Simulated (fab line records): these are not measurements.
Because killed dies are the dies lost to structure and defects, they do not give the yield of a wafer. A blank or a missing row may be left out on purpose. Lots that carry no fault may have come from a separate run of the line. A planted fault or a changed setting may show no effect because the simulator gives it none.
Code-filled problem report in 8D (eight disciplines) form | flow gf180mcu | the parts of the form that need people (team, actions taken, sign-off) are left out

1. THE PROBLEM
Wafers free of any fault read 560 (standard deviation 5) for LVPWELL_TW at GF_LVPWELL_TW_MEAS_11, against a mean of 620 on 9 wafers of 3 lots. Relative to the usual mean, that is a shift of +12 standard deviations.
Seen first at day 5 00:56 on filmMetro-03, wafer L508.1. The record holds 39 wafers of 13 lots with a number at this step. Rule for "out", or "out of limits": more than 4 standard deviations from the usual mean. Any other wafer with a number is counted as sound.

2. WHAT IT IS, AND WHAT IT ISN'T
question                    | is                     | is not
which readings at this step | LVPWELL_TW             | -
which lots                  | L508, L509, L511       | L504, L505, L506, L507, L521, L522, L523, L524, L525, L526
which wafers of those lots  | all that have a number | -
read on which gauges        | filmMetro-03           | filmMetro-01
when                        | from day 5 00:56       | up to then (12 sound wafers); but 18 sound wafers of L521, L522, L523, L524, L525, L526 came after

3. THE SUSPECTS, EACH WITH WHAT RULES IT OUT
Counting: a tool at any process step up to the reading remains a suspect when it ran all the lots that are out and ran no sound lot after the first of those.
- ruled out: the gauge at GF_LVPWELL_TW_MEAS_11. All the wafers that are out were read on filmMetro-03, but those of them that GF_LVPWELL_IMPLANT_08 has rows for are out there too, on other tools.
- implanter-04 at GF_LVPWELL_IMPLANT_08: ruled out as a lasting fault. The sound lots L523, L525, L526 went through it after L508, its earliest lot that is out (day 5 00:32).
Left after counting: nothing in the record.

4. THE CAUSE (what the simulator had put in)
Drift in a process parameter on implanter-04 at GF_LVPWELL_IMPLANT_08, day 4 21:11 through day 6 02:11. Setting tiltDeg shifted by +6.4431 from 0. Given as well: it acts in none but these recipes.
The count ruled it out by mistake, since the rule takes a fault to strike every lot its tool runs from the start of the fault on, and this one did not do so.

5. THE CHAIN OF EFFECTS, in route order
One row per reading whose mean, taken over the struck wafers that have a number, lies over 3 standard deviations from the usual. Scope: only readings with a usual standard deviation given in the record; hours: median across lots of the time from each lot's start at the first step in this table that gives one to its start at this step; sigmas: change in usual standard deviations.
hours | step                     | reading    | usual          | on struck wafers | change | sigmas
0     | GF_LVPWELL_IMPLANT_08    | tiltDeg    | -0.002 degrees | 6.441            | +6.443 | +99 or more
0     | GF_LVPWELL_TW_MEAS_11    | LVPWELL_TW | 560            | 620              | +60    | +12
97    | GF_VT_IMPLANT_RS_MEAS_48 | LVPWELL_RS | 1197 ohm/sq    | 1431             | +234   | +73
The process steps in it:
- GF_LVPWELL_IMPLANT_08

6. HOW IT WOULD HAVE BEEN CAUGHT EARLIER
Counted from the fault's start at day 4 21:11, it took 4 hours until the first out-of-limits reading at a measuring or inspecting step in this record, taken at day 5 00:56.
Tool's own readings at GF_LVPWELL_IMPLANT_08, tiltDeg: out on all struck wafers the step has rows for; an alarm limit on them would have tripped on the first.
